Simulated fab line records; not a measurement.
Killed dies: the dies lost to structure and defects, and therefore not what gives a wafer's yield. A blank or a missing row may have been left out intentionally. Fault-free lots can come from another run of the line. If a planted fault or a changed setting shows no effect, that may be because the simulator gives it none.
Which tool is to blame? ; flow sky130 ; 15 lots, 45 wafers sampled, at 2 steps of a route of 708

== WHAT THE GAUGES READ, wafer by wafer ==
SKY_VT_ADJUST_LVTN_TW_MEAS_10.
lot;measured;on;VT_ADJUST_LVTN_TW
L640;day 7 02:28;film metro-04;239.1 239.1 238.2
L641;day 7 15:41;film metro-03;238.2 238.0 238.9
L643;day 8 01:01;film metro-03;238.0 239.7 239.6
L642;day 8 01:14;film metro-02;238.0 239.6 238.8
L645;day 8 12:24;film metro-04;239.9 238.2 238.8
L649;day 9 09:21;film metro-04;212.7 213.4 212.3
L650;day 9 13:34;film metro-03;210.9 212.0 212.3
L651;day 9 21:13;film metro-04;211.9 213.2 213.7
L652;day 10 05:11;film metro-03;237.9 238.6 237.6
L653;day 10 08:58;film metro-04;238.7 239.8 240.3
L656;day 11 04:53;film metro-02;239.2 237.8 240.1
L659;day 12 00:59;film metro-03;239.0 239.7 238.7
L660;day 12 11:08;film metro-03;239.7 239.9 239.1
L662;day 13 00:47;film metro-02;236.3 238.4 239.3
L663;day 13 07:16;film metro-02;238.6 238.9 237.0

== TOOL THAT RAN EACH LOT (tool first, then ch and the chambers of the sampled wafers, then the start) ==
lot;SKY_VT_ADJUST_LVTN_IMPLANT_08
L640;implanter-01 ch 0, day 7 02:14
L641;implanter-02 ch 0, day 7 15:26
L643;implanter-01 ch 0, day 8 00:47
L642;implanter-02 ch 0, day 8 00:59
L645;implanter-03 ch 0, day 8 12:10
L649;implanter-02 ch 0, day 9 09:07
L650;implanter-02 ch 0, day 9 13:19
L651;implanter-02 ch 0, day 9 20:59
L652;implanter-03 ch 0, day 10 04:56
L653;implanter-01 ch 0, day 10 08:43
L656;implanter-01 ch 0, day 11 04:38
L659;implanter-03 ch 0, day 12 00:44
L660;implanter-03 ch 0, day 12 10:53
L662;implanter-03 ch 0, day 13 00:33
L663;implanter-01 ch 0, day 13 07:03
- SKY_VT_ADJUST_LVTN_IMPLANT_08

== AS READ BY THE TOOLS THEMSELVES (means over the sampled wafers that have a number; for cases with no such wafer, the mark the record gives instead) ==
SKY_VT_ADJUST_LVTN_IMPLANT_08.
lot;tool;beam energy keV;dose ions cm2;faraday current uA
L640;implanter-01;30.006;1.5711e+12;8.87
L641;implanter-02;30.013;1.5688e+12;8.68
L643;implanter-01;29.984;1.5704e+12;8.78
L642;implanter-02;29.995;1.5700e+12;9.06
L645;implanter-03;29.987;1.5706e+12;8.66
L649;implanter-02;30.002;1.0399e+12;5.92
L650;implanter-02;30.003;1.0386e+12;5.87
L651;implanter-02;29.998;1.0407e+12;5.91
L652;implanter-03;29.994;1.5703e+12;8.89
L653;implanter-01;30.019;1.5691e+12;8.87
L656;implanter-01;29.993;1.5714e+12;9.01
L659;implanter-03;29.988;1.5690e+12;9.01
L660;implanter-03;30.006;1.5692e+12;8.75
L662;implanter-03;29.997;1.5709e+12;8.82
L663;implanter-01;30.008;1.5701e+12;8.97

== THE ANSWER, worked out from the rows above alone ==
Rule: the lots themselves supply what counts as usual. Put in order of their means at a reading, lots are off if they are a third of the lots or fewer, leave a main group of 4 or more, and stand apart from it by a gap of 3 or more times the standard deviation of the main group's means; of several such gaps the widest counts. If all means in a main group match to the digits the tables above print for the reading, that group is not used. Also off: a lot with no number at a reading for which 4 or more lots have one. Any other lot the step has rows for is counted as sound. First the gauges in route order, then the tools' own readings, where a lot's mean is used as printed above. The first step at which some lot is off is used, and at that step the reading that is off furthest; a lot without a number counts as furthest.
Off: L649, L650, L651, at SKY_VT_ADJUST_LVTN_TW_MEAS_10 (VT_ADJUST_LVTN_TW). The main group: mean 238.8, standard deviation 0.53.
If a tool, at a process step before that reading, ran all the lots that are off and no sound lot after the first of them, it fits. The gauges at SKY_VT_ADJUST_LVTN_TW_MEAS_10 aren't tried: what is off there is off at SKY_VT_ADJUST_LVTN_IMPLANT_08 too, on other tools, and a gauge's error can't cause that. One candidate fits, namely implanter-02 at SKY_VT_ADJUST_LVTN_IMPLANT_08. Its last sound lot is L642 (day 8 00:59), its first lot that is off L649 (day 9 09:07): a fault that began between those two fits.
The tool's own readings at SKY_VT_ADJUST_LVTN_IMPLANT_08 bear it out: on the lots that are off they differ by more than 5 times the standard deviation of the sound lots' means. dose ions cm2 reads 1.0397e+12 there against 1.5701e+12 on the sound lots; faraday current uA reads 5.90 there against 8.86 on the sound lots.

== WHAT THE SIMULATOR HAD PUT IN ==
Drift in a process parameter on implanter-02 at SKY_VT_ADJUST_LVTN_IMPLANT_08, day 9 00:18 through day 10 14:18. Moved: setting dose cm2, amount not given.
Shown lots that were struck: L649, L650, L651. The same result came from the rule above.
